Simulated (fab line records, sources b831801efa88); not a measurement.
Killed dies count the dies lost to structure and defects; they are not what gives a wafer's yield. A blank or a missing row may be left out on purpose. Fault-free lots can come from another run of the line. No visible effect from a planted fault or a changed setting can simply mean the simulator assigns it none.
A lot that was struck, set against a sound lot | flow sfq_line | 28 steps out of a route of 325
Sound: the wafers L630.4, L630.5, L630.6. Struck: wafer L624.3; the same lot's L624.5 was not struck, so it is left out; see the end for the cause.
For every step that has rows: the tool of each side, followed by ch and its chambers, followed by its first start. Under that, the readings that differ: sound wafers | struck wafers | difference of the means | sigmas: that difference in standard deviations of wafers without a fault.
alike: readings whose means differ by less than 2 such deviations, and words and numbers that are the same on both sides. not compared: withheld readings, readings that some wafer has no value for, bounds like >300 that may hide the same value, and numbers for which the record gives no deviation and whose values overlap.
Wherever a step has rows on one side only, a row that says differs or no value, or a row with sigmas, the two part there. Numbers that don't overlap but have no deviation are shown without sigmas and don't part them. A reading that every wafer of one side lacks parts them only if that side has two wafers or more.

first, 6 steps without rows for these wafers: SFQ_TRILAYER_M0_LITHO_COAT_026 (resist thk 62 nm); SFQ_TRILAYER_M0_LITHO_COAT_021 (resist thk 600 nm); SFQ_TRILAYER_M0_LITHO_SOFTBAKE_025; SFQ_TRILAYER_M0_LITHO_EXPOSE_022 (exposes mask M0, target cd 500 nm); SFQ_TRILAYER_M0_LITHO_PEB_024 (peb time 60 s); SFQ_TRILAYER_M0_LITHO_DEVELOP_023 (time 60 s).
SFQ_M0_OVL_MEAS_906:
  struck on overlay-01, day 16 14:02; sound on overlay-01, day 20 08:37
  alike: M0_OVL
SFQ_TRILAYER_M0_BARC_OPEN_METAL_ETCH_031: etches BARC in O2, target depth 125 nm, time 41.7 s.
  sound on rie_metal-02 ch 0,1, day 20 08:38; struck on rie_metal-02 ch 0, day 16 14:04
  alike: drypump_motor_current_A, oes_product_au
  not compared: rf_hours_counter_h
SFQ_TRILAYER_M0_ETCH_METAL_ETCH_024: etches Nb in Cl2/Ar, stops on SiO2, target depth 240 nm, time 120 s.
  sound on rie_metal-02 ch 0,1, day 20 08:44; struck on rie_metal-02 ch 0, day 16 14:10
  alike: drypump_motor_current_A, oes_product_au
  not compared: rf_hours_counter_h
SFQ_TRILAYER_M0_STRIP_STRIP_025: strips in O2.
  sound on rie_metal-02 ch 0,1, day 20 09:01; struck on rie_metal-02 ch 0, day 16 14:26
  alike: drypump_motor_current_A, oes_product_au
  not compared: rf_hours_counter_h
then, 1 step without rows for these wafers: SFQ_TRILAYER_M0_STRIP_SOLV_CLEAN_026 (cleans in NMP, time 600 s).
SFQ_TRILAYER_I0_DEP_PECVD_027: deposits SiO2 from SiH4/N2O, time 111.11 s, target thk 500 nm.
  sound on pecvd-02 ch 0,1,2, day 20 09:48; struck on pecvd-02 ch 0, day 16 15:01
  alike: heater_power_w, throttle_valve_pct
SFQ_TRILAYER_I0_CMP_CMP_028: polishes SiO2.
  sound on cmp-01 ch 0,1,2, day 20 11:46; struck on cmp-02 ch 1, day 16 15:35
  reading                                             | sound             | struck | difference | sigmas
  model.SiO2_of_TRILAYER_I0_DEP_PECVD_027.thk_nm (nm) | 198.8 201.8 200.5 | 185.3  | -15.1      |
  alike: motor_current_A, slurry_filter_dp_kPa, time_to_endpoint_s
SFQ_I0_BOW_MEAS_907:
  struck on film_metro-02, day 16 19:27; sound on film_metro-04, day 20 13:19
  not compared: I0_BOW
SFQ_TRILAYER_I0_METRO_MEASURE_029:
  struck on film_metro-02, day 16 23:40; sound on film_metro-04, day 20 13:59
  reading     | sound             | struck | difference | sigmas
  thk_nm (nm) | 198.7 201.7 200.5 | 185.3  | -15.0      | -12
then, 6 steps without rows for these wafers: SFQ_TRILAYER_I0_VIA_LITHO_COAT_036 (resist thk 62 nm); SFQ_TRILAYER_I0_VIA_LITHO_COAT_031 (resist thk 650 nm); SFQ_TRILAYER_I0_VIA_LITHO_SOFTBAKE_035; SFQ_TRILAYER_I0_VIA_LITHO_EXPOSE_032 (exposes mask I0, target cd 500 nm); SFQ_TRILAYER_I0_VIA_LITHO_PEB_034 (peb time 60 s); SFQ_TRILAYER_I0_VIA_LITHO_DEVELOP_033 (time 60 s).
-- the record jumps here: 6 days lie between the struck wafers' starts before and after --
SFQ_I0_OVL_MEAS_908:
  struck on overlay-01, day 22 23:07; sound on overlay-01, day 27 03:14
  alike: I0_OVL
then, 1 step without rows for these wafers: SFQ_TRILAYER_I0_VIA_BARC_OPEN_VIA_ETCH_046 (etches BARC in O2, target depth 125 nm, time 41.7 s).
SFQ_TRILAYER_I0_VIA_ETCH_VIA_ETCH_034: etches SiO2 in CHF3, stops on Nb, target depth 260 nm.
  sound on rie_diel-03 ch 1,2,3, day 27 03:18; struck on rie_diel-02 ch 0, day 22 23:10
  reading                        | sound             | struck | difference | sigmas
  oes_product_au (a.u.)          | 0.848 0.857 0.846 | 0.828  | -0.022     | -4
  model.I0.feature_depth_nm (nm) | 198.8 201.8 200.5 | 185.3  | -15.1      |
  model.etch.depth_nm (nm)       | 198.8 201.8 200.5 | 185.3  | -15.1      |
  alike: drypump_motor_current_A
SFQ_TRILAYER_I0_VIA_STRIP_STRIP_035: strips in O2.
  sound on rie_metal-04 ch 0,1, day 27 03:37; struck on rie_metal-04 ch 1, day 22 23:41
  alike: drypump_motor_current_A, oes_product_au
  not compared: rf_hours_counter_h
then, 1 step without rows for these wafers: SFQ_TRILAYER_I0_VIA_STRIP_SOLV_CLEAN_036 (cleans in NMP, time 600 s).
SFQ_TRILAYER_M1_DEP_PRE_CLEAN_038: time 22.5 s.
  struck on pvd_sputter-03, day 23 00:50; sound on pvd_sputter-05, day 27 04:11
  reading                                             | sound           | struck | difference | sigmas
  model.SiO2_of_TRILAYER_I0_DEP_PECVD_027.thk_nm (nm) | 191.3 194.3 193 | 177.8  | -15.1      |
then, 1 step without rows for these wafers: SFQ_TRILAYER_M1_DEP_SPUTTER_037 (material Nb, target thk 200 nm, time 133.3 s).

WHERE THEY PART
At SFQ_TRILAYER_I0_METRO_MEASURE_029 first; at SFQ_TRILAYER_I0_VIA_ETCH_VIA_ETCH_034 last (within this record only). Later steps at which nothing parts them and some readings are alike: SFQ_TRILAYER_I0_VIA_STRIP_STRIP_035.

WHY: the cause the simulator had injected
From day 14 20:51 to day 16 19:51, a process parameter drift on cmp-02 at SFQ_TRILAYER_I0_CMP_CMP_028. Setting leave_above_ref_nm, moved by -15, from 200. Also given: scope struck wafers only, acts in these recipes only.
